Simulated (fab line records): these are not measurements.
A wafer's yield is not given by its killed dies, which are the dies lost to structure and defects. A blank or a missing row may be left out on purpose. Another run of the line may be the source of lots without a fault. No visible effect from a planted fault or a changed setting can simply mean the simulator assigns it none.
Which tool did it? | flow gf180mcu | 14 lots with 42 wafers sampled at 5 steps, on a route of 602 steps

== WHAT THE GAUGES READ, wafer by wafer ==
GF_NWELL_OVL_MEAS_07.
lot  | measured    | on         | NWELL_OVL (nm)
L835 | day 3 19:55 | overlay-01 | -0.4 0.7 -0.8
L837 | day 4 05:14 | overlay-01 | 2.5 1.4 2.1
L840 | day 5 00:55 | overlay-02 | 3.7 1.8 2.8
L841 | day 5 05:03 | overlay-01 | -0.7 0.7 1.1
L842 | day 5 08:32 | overlay-01 | 1.5 1.8 1.9
L843 | day 5 13:04 | overlay-01 | 1.4 1.8 -0.2
L844 | day 5 22:39 | overlay-02 | 4.2 4.2 2.9
L846 | day 6 08:28 | overlay-02 | 1.6 -1.6 -1.0
L847 | day 6 12:37 | overlay-02 | 1.7 0.4 1.2
L848 | day 6 16:39 | overlay-02 | 0.4 2.5 1.7
L852 | day 7 16:56 | overlay-01 | -0.1 -2.3 -0.5
L853 | day 7 19:52 | overlay-01 | 1.1 1.9 1.7
L855 | day 8 07:16 | overlay-02 | 1.5 1.7 0.2
L856 | day 8 14:43 | overlay-02 | 1.8 1.1 1.7

GF_DUAL_GATE_OVL_MEAS_11.
lot  | measured     | on         | DUAL_GATE_OVL (nm)
L835 | day 8 20:55  | overlay-02 | 3.1 2.4 2.7
L837 | day 9 09:16  | overlay-02 | 1.4 0.0 0.4
L840 | day 10 10:58 | overlay-01 | 0.2 0.5 -0.7
L841 | day 10 15:07 | overlay-01 | 1.1 -1.0 0.9
L842 | day 10 19:46 | overlay-01 | 1.0 0.9 2.1
L843 | day 11 01:55 | overlay-01 | 2.6 2.3 1.9
L844 | day 11 11:58 | overlay-02 | 0.5 0.5 -1.0
L846 | day 12 03:19 | overlay-02 | 0.7 1.1 1.4
L847 | day 12 07:43 | overlay-02 | 0.7 -2.4 -0.6
L848 | day 12 15:16 | overlay-02 | 0.8 1.1 1.5
L852 | day 13 23:07 | overlay-02 | -0.4 1.6 0.2
L853 | day 14 01:16 | overlay-02 | -2.2 -1.8 0.5
L855 | day 14 19:35 | overlay-02 | -0.5 -2.1 -1.2
L856 | day 15 03:55 | overlay-02 | -0.6 -1.7 -0.6

== EACH LOT AND THE TOOL THAT RAN IT (in order: tool; ch and the chambers of the sampled wafers; start) ==
lot  | GF_STI_ETCH_13                   | GF_NWELL_COAT_02                | GF_NWELL_STRIP_10
L835 | rieDiel-03 ch 0,1,3, day 2 11:43 | lithoTrack-04 ch 0, day 3 13:32 | plasmaAsher-04 ch 0,1, day 3 20:15
L837 | rieDiel-03 ch 0,1,3, day 2 21:25 | lithoTrack-02 ch 0, day 3 22:46 | plasmaAsher-01 ch 0,1, day 4 05:35
L840 | rieDiel-03 ch 0,1, day 3 12:45   | lithoTrack-03 ch 0, day 4 17:59 | plasmaAsher-01 ch 0, day 5 01:15
L841 | rieDiel-03 ch 0,1,3, day 3 20:26 | lithoTrack-04 ch 0, day 4 21:46 | plasmaAsher-01 ch 0,1, day 5 05:23
L842 | rieDiel-04 ch 0,3, day 4 00:29   | lithoTrack-04 ch 0, day 5 01:38 | plasmaAsher-03 ch 0,1, day 5 08:53
L843 | rieDiel-04 ch 1,2, day 4 03:58   | lithoTrack-02 ch 0, day 5 06:16 | plasmaAsher-04 ch 0,1, day 5 13:24
L844 | rieDiel-03 ch 0,1,2, day 4 14:19 | lithoTrack-04 ch 0, day 5 14:46 | plasmaAsher-01 ch 1, day 5 22:59
L846 | rieDiel-03 ch 0,1,2, day 4 20:07 | lithoTrack-04 ch 0, day 6 01:08 | plasmaAsher-01 ch 0, day 6 08:48
L847 | rieDiel-04 ch 0,1,2, day 5 03:17 | lithoTrack-04 ch 0, day 6 05:08 | plasmaAsher-04 ch 0,1, day 6 12:57
L848 | rieDiel-03 ch 0,1,2, day 5 06:17 | lithoTrack-02 ch 0, day 6 08:56 | plasmaAsher-04 ch 0,1, day 6 16:59
L852 | rieDiel-04 ch 0,1, day 6 02:44   | lithoTrack-03 ch 0, day 7 09:16 | plasmaAsher-04 ch 0,1, day 7 17:17
L853 | rieDiel-01 ch 0,1,2, day 6 07:56 | lithoTrack-02 ch 0, day 7 11:44 | plasmaAsher-04 ch 0,1, day 7 20:12
L855 | rieDiel-01 ch 0,1, day 6 19:02   | lithoTrack-03 ch 0, day 7 23:29 | plasmaAsher-04 ch 0,1, day 8 07:36
L856 | rieDiel-03 ch 1,2,3, day 7 02:35 | lithoTrack-03 ch 0, day 8 06:34 | plasmaAsher-01 ch 0,1, day 8 15:03
- GF_STI_ETCH_13: etches the open film in CHF3/O2, stops on Si, target depth 282.31 nm, time 112.9 s.
- GF_NWELL_COAT_02: resist thk 3000 nm.
- GF_NWELL_STRIP_10: strips in O2/N2.

== AS READ BY THE TOOLS THEMSELVES (means over the sampled wafers that have a number; for cases with no such wafer, the mark the record gives instead) ==
GF_STI_ETCH_13.
lot  | tool       | biasW (W) | drypumpMotorCurrentA (A) | oesProductAu (a.u.) | throttleValvePct (%)
L835 | rieDiel-03 | 200.2     | 5.7                      | 0.839               | 8.810
L837 | rieDiel-03 | 200.0     | 5.8                      | 0.832               | 8.807
L840 | rieDiel-03 | 199.6     | 6.1                      | 0.837               | 8.818
L841 | rieDiel-03 | 200.4     | 5.8                      | 0.837               | 8.813
L842 | rieDiel-04 | 200.3     | 5.5                      | 0.834               | 8.804
L843 | rieDiel-04 | 200.0     | 5.9                      | 0.837               | 8.810
L844 | rieDiel-03 | 199.4     | 5.9                      | 0.837               | 8.820
L846 | rieDiel-03 | 199.7     | 5.9                      | 0.831               | 8.808
L847 | rieDiel-04 | 199.9     | 5.7                      | 0.834               | 8.813
L848 | rieDiel-03 | 200.2     | 5.9                      | 0.838               | 8.823
L852 | rieDiel-04 | 200.0     | 5.5                      | 0.827               | 8.815
L853 | rieDiel-01 | 200.1     | 6.1                      | 0.831               | 8.810
L855 | rieDiel-01 | 200.2     | 6.2                      | 0.833               | 8.808
L856 | rieDiel-03 | 200.3     | 5.7                      | 0.838               | 8.815

GF_NWELL_COAT_02.
lot  | tool          | exhaustPa (Pa) | resistLineTempC (C)
L835 | lithoTrack-04 | 45.0           | 22.94
L837 | lithoTrack-02 | 45.4           | 23.04
L840 | lithoTrack-03 | 45.6           | 22.89
L841 | lithoTrack-04 | 46.3           | 23.02
L842 | lithoTrack-04 | 44.9           | 23.08
L843 | lithoTrack-02 | 44.3           | 22.91
L844 | lithoTrack-04 | 45.2           | 22.93
L846 | lithoTrack-04 | 46.0           | 23.06
L847 | lithoTrack-04 | 44.7           | 23.10
L848 | lithoTrack-02 | 45.6           | 22.94
L852 | lithoTrack-03 | 45.7           | 23.08
L853 | lithoTrack-02 | 46.5           | 23.16
L855 | lithoTrack-03 | 44.4           | 23.00
L856 | lithoTrack-03 | 44.9           | 23.12

GF_NWELL_STRIP_10.
lot  | tool           | drypumpMotorCurrentA (A) | heaterPowerW (W) | oesProductAu (a.u.) | stripTimeToEndpointS (s)
L835 | plasmaAsher-04 | 6.13                     | 301              | 0.722               | 36.90
L837 | plasmaAsher-01 | 5.89                     | 381              | 0.724               | 36.83
L840 | plasmaAsher-01 | 6.45                     | 382              | 0.723               | 36.97
L841 | plasmaAsher-01 | 6.18                     | 381              | 0.725               | 36.83
L842 | plasmaAsher-03 | 5.89                     | 300              | 0.723               | 36.85
L843 | plasmaAsher-04 | 6.12                     | 309              | 0.728               | 37.14
L844 | plasmaAsher-01 | 5.59                     | 378              | 0.720               | 36.85
L846 | plasmaAsher-01 | 6.45                     | 381              | 0.718               | 19.52
L847 | plasmaAsher-04 | 6.14                     | 303              | 0.716               | 19.53
L848 | plasmaAsher-04 | 6.13                     | 301              | 0.722               | 37.10
L852 | plasmaAsher-04 | 6.13                     | 301              | 0.719               | 36.85
L853 | plasmaAsher-04 | 6.13                     | 309              | 0.721               | 36.93
L855 | plasmaAsher-04 | 6.14                     | 306              | 0.725               | 36.93
L856 | plasmaAsher-01 | 6.16                     | 386              | 0.721               | 36.93

== THE ANSWER, worked out from the rows above alone ==
Rule: usual is defined by the lots themselves. The widest of any qualifying gaps counts: lots, ordered by their means at a reading, are off when they make up no more than a third of the lots, leave a main group of 4 or more, and stand apart from it by 3 or more times the standard deviation of that group's means. A main group whose means are all the same, to the digits that the tables above print for the reading, isn't used. A lot without any number at a reading at which 4 lots or more have one is off too. The other lots that the step has rows for count as sound. After the gauges, taken in route order, come the tools' own readings; for these a lot's mean is taken, as printed above. The first step at which some lot is off is used, and at that step the reading that is off furthest; a lot without a number counts as furthest.
Off, at GF_NWELL_STRIP_10 on stripTimeToEndpointS: L846, L847. The main group has a mean of 36.93 s with a standard deviation of 0.098.
If a tool, at that step or one of the process steps before it, ran each lot that is off and ran no sound lot following the first of them, it fits. One fits: lithoTrack-04 at GF_NWELL_COAT_02. A fault onset in the window from L844 (day 5 14:46, its last sound lot) to L846 (day 6 01:08, its first lot off) fits.

== WHAT HAD BEEN PUT IN BY THE SIMULATOR ==
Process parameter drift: lithoTrack-04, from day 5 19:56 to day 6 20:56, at GF_NWELL_COAT_02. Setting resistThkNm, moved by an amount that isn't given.
Lots struck among those shown: L846, L847. Same finding as the rule above.
